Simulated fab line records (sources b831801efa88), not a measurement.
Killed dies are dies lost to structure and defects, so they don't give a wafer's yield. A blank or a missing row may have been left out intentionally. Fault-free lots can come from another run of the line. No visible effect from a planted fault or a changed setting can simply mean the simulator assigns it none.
Matching of chambers || flow sky130 || 4 sister chambers for SKY_LI_CONTACT_CMP_02 on cmp-02
The step polishes PSG. 8 wafers are shown with their chamber, then 7 later ones without.

## WAFERS WITH THEIR CHAMBER
{"wafer": "L783.5", "chamber": 2, "motorCurrentA (A)": 10.8, "timeToEndpointS (s)": 33.5}
{"wafer": "L789.3", "chamber": 3, "motorCurrentA (A)": 12.9, "timeToEndpointS (s)": 33.0}
{"wafer": "L789.4", "chamber": 0, "motorCurrentA (A)": 11.9, "timeToEndpointS (s)": 33.0}
{"wafer": "L793.3", "chamber": 3, "motorCurrentA (A)": 11.9, "timeToEndpointS (s)": 35.4}
{"wafer": "L793.5", "chamber": 2, "motorCurrentA (A)": 11.3, "timeToEndpointS (s)": 33.4}
{"wafer": "L795.5", "chamber": 0, "motorCurrentA (A)": 12.0, "timeToEndpointS (s)": 33.1}
{"wafer": "L798.3", "chamber": 1, "motorCurrentA (A)": 12.2, "timeToEndpointS (s)": 36.6}
{"wafer": "L798.5", "chamber": 1, "motorCurrentA (A)": 12.4, "timeToEndpointS (s)": 38.0}

## WAFERS WITHOUT THEIR CHAMBER
{"wafer": "L798.6", "motorCurrentA (A)": 12.1, "timeToEndpointS (s)": 35.8}
{"wafer": "L800.2", "motorCurrentA (A)": 12.9, "timeToEndpointS (s)": 33.6}
{"wafer": "L800.4", "motorCurrentA (A)": 12.2, "timeToEndpointS (s)": 31.1}
{"wafer": "L800.6", "motorCurrentA (A)": 12.0, "timeToEndpointS (s)": 31.6}
{"wafer": "L801.2", "motorCurrentA (A)": 12.9, "timeToEndpointS (s)": 33.3}
{"wafer": "L801.3", "motorCurrentA (A)": 12.4, "timeToEndpointS (s)": 31.9}
{"wafer": "L801.4", "motorCurrentA (A)": 12.6, "timeToEndpointS (s)": 32.7}

## WHICH CHAMBER EACH WENT THROUGH
{"wafer": "L798.6", "from the rows above": "can't be placed: 1 or 3 or 0 or 2", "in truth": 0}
{"wafer": "L800.2", "from the rows above": "can't be placed: 3 or 0", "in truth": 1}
{"wafer": "L800.4", "from the rows above": "can't be placed: 0 or 3 or 2", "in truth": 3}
{"wafer": "L800.6", "from the rows above": "can't be placed: 0 or 3 or 2", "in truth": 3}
{"wafer": "L801.2", "from the rows above": "can't be placed: 3 or 0", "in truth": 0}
{"wafer": "L801.3", "from the rows above": "can't be placed: 0 or 3", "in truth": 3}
{"wafer": "L801.4", "from the rows above": "can't be placed: 3 or 0", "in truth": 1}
Placed correctly: 0 of 7. These rows do not allow placing 7 (true chamber among the candidates in 5). Placed wrongly: 0.
How it was worked out, from the rows above alone: a wafer's distance from a chamber is the root of the sum, over the readings, of the square of ((its reading less the chamber's mean) divided by the reading's scatter). If the next closest chamber is less than 2 further off than the closest, the wafer can't be placed; otherwise it belongs to the closest. The mean given for a chamber averages the wafers shown for that chamber. The scatter: take each reading less its chamber's mean, square it, sum over the shown wafers, divide by the number of wafers less the number of chambers, and take the root.
